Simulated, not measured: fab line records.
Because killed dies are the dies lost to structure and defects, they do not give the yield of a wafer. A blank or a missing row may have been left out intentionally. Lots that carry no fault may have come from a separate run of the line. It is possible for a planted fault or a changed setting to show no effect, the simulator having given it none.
2 desks looking at one fault	flow sky130	each desk has only its own numbers; what lay behind them comes last

AT THE TOOL OWNER'S DESK: hdpcvd-01
The tool's own readings at SKY_VIA2_HDPCVD_00 (deposits SiO2, target thk 1180 nm, time 196.7 s): means of the sampled wafers that have a number, for each lot that ran on this tool. Any lot whose mean is over 4 standard deviations away from the usual mean is out of limits and marked OUT; that distance is given in the brackets.
Columns: A = susceptorTempC at SKY_VIA2_HDPCVD_00, usual 400.03 C
lot	first seen here	A
L333	day 34 21:29	399.95
L334	day 35 12:14	399.97
L335	day 35 17:50	400.13
L337	day 36 03:02	399.85
L340	day 37 18:47	399.90
L344	day 39 00:23	400.11
L345	day 39 04:44	399.84
L350	day 40 22:25	400.06
L351	day 40 23:11	400.12
L352	day 41 02:26	400.35
This desk's finding: nothing out of limits on any of the 10 lots.

AT THE METROLOGY DESK
What the gauges read for every lot (on any tool): the sampled wafers with a number, averaged. Any lot whose mean is over 4 standard deviations away from the usual mean is out of limits and marked OUT; that distance is given in the brackets.
Columns: A = METAL2_ALCU_RS at SKY_METAL2_RS_MEAS_05, usual 0.1271 ohm/sq; B = METAL2_OVL at SKY_METAL2_OVL_MEAS_16, usual 0 nm; C = VIA2_HDPCVD_THK at SKY_VIA2_THK_MEAS_01, usual 1176 nm
lot	first seen here	A	B	C
L333	day 33 18:24	0.1279	0	1175
L334	day 34 09:31	0.1274	-3	1188
L335	day 34 14:40	0.1283	-2	1178
L337	day 34 23:59	0.1273	6	1161
L340	day 36 15:25	0.1265	-4	1167
L342	day 37 17:32	0.1258	-4	1183
L344	day 37 21:45	0.1272	4	1169
L345	day 38 02:17	0.1257	4	1176
L348	day 39 12:10	0.1276	2	1180
L350	day 39 21:05	0.1263	2	1165
L351	day 39 22:04	0.1281	1	1612 (+36) OUT
L352	day 40 00:49	0.1268	-4	1602 (+35) OUT
This desk reports L351, L352 out of limits; the earliest was L351 at day 40 23:17 (VIA2_HDPCVD_THK at SKY_VIA2_THK_MEAS_01). L333, L334, L335, L337, L340, L342, L344, L345, L348, L350: within limits.

TAKEN TOGETHER
L351, L352 would have let the metrology desk raise an alarm at day 40 23:17.
Nothing out of limits was seen by the tool owner's desk.
On record at the tool owner's desk: L351, L352, within its limits.
SKY_VIA2_HDPCVD_00 was run on hdpcvd-01 by each of the lots named.

WHAT THE SIMULATOR HAD PUT IN
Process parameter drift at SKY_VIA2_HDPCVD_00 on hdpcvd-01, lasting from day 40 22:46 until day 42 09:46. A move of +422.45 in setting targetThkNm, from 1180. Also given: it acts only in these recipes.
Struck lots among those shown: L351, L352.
Time in hours between the start of the fault and the first out-of-limits reading at each desk: metrology desk, 1.
